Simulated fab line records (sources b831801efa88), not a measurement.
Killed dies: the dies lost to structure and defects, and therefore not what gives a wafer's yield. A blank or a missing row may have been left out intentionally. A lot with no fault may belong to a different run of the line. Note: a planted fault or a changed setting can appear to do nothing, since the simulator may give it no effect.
Which tool did it? ; flow sfq line ; 7 lots, 21 wafers sampled, at 4 steps of a route of 325

== WHAT THE GAUGES SHOWED, per wafer ==
SFQ_I0_OVL_MEAS_908.
lot;measured;on;I0_OVL (nm)
L810;day 8 21:02;overlay-01;-5 -3 -3
L812;day 9 14:22;overlay-02;-11 -2 -4
L814;day 10 02:22;overlay-02;3 4 3
L825;day 14 02:13;overlay-02;-15 -11 -14
L827;day 14 13:01;overlay-02;3 4 8
L829;day 15 07:01;overlay-02;5 11 6
L831;day 15 23:24;overlay-02;2 -1 0

== TOOL THAT RAN EACH LOT (tool first, then ch and the chambers of the sampled wafers, then the start) ==
lot;SFQ_TRILAYER_M0_STRIP_STRIP_025;SFQ_TRILAYER_I0_CMP_CMP_028;SFQ_TRILAYER_I0_METRO_MEASURE_029
L810;rie metal-03 ch 0,1, day 6 23:50;cmp-02 ch 1,2, day 7 03:44;film metro-02, day 7 06:46
L812;rie metal-02 ch 0,1, day 7 06:50;cmp-01 ch 0,2,3, day 7 07:44;film metro-04, day 7 11:03
L814;rie metal-04 ch 0,1, day 7 17:38;cmp-01 ch 0,2, day 7 20:14;film metro-01, day 7 23:03
L825;rie metal-02 ch 0,1, day 11 18:56;cmp-02 ch 0,2,3, day 11 21:17;film metro-04, day 11 22:55
L827;rie metal-03 ch 0,1, day 12 05:44;cmp-02 ch 0,1,3, day 12 07:47;film metro-04, day 12 10:55
L829;rie metal-04 ch 0,1, day 12 21:20;cmp-01 ch 0,1,3, day 13 00:41;film metro-02, day 13 03:18
L831;rie metal-03 ch 0,1, day 13 04:32;cmp-02 ch 0,1,2, day 13 15:54;film metro-04, day 13 17:31
- SFQ_TRILAYER_M0_STRIP_STRIP_025: strips in O2.
- SFQ_TRILAYER_I0_CMP_CMP_028: polishes SiO2.
- SFQ_TRILAYER_I0_METRO_MEASURE_029

== THE ANSWER, worked out from the rows above alone ==
Rule: the lots themselves supply what counts as usual. The widest of any qualifying gaps counts: lots, ordered by their means at a reading, are off when they make up no more than a third of the lots, leave a main group of 4 or more, and stand apart from it by 3 or more times the standard deviation of that group's means. A main group is skipped when, at the precision printed for the reading in the tables above, its means are all equal. A lot without any number at a reading at which 4 lots or more have one is off too. Where the step has rows for the other lots, those lots are counted as sound.
None of the lots is off at any reading shown; this tells nothing.

== WHAT HAD BEEN PUT IN BY THE SIMULATOR ==
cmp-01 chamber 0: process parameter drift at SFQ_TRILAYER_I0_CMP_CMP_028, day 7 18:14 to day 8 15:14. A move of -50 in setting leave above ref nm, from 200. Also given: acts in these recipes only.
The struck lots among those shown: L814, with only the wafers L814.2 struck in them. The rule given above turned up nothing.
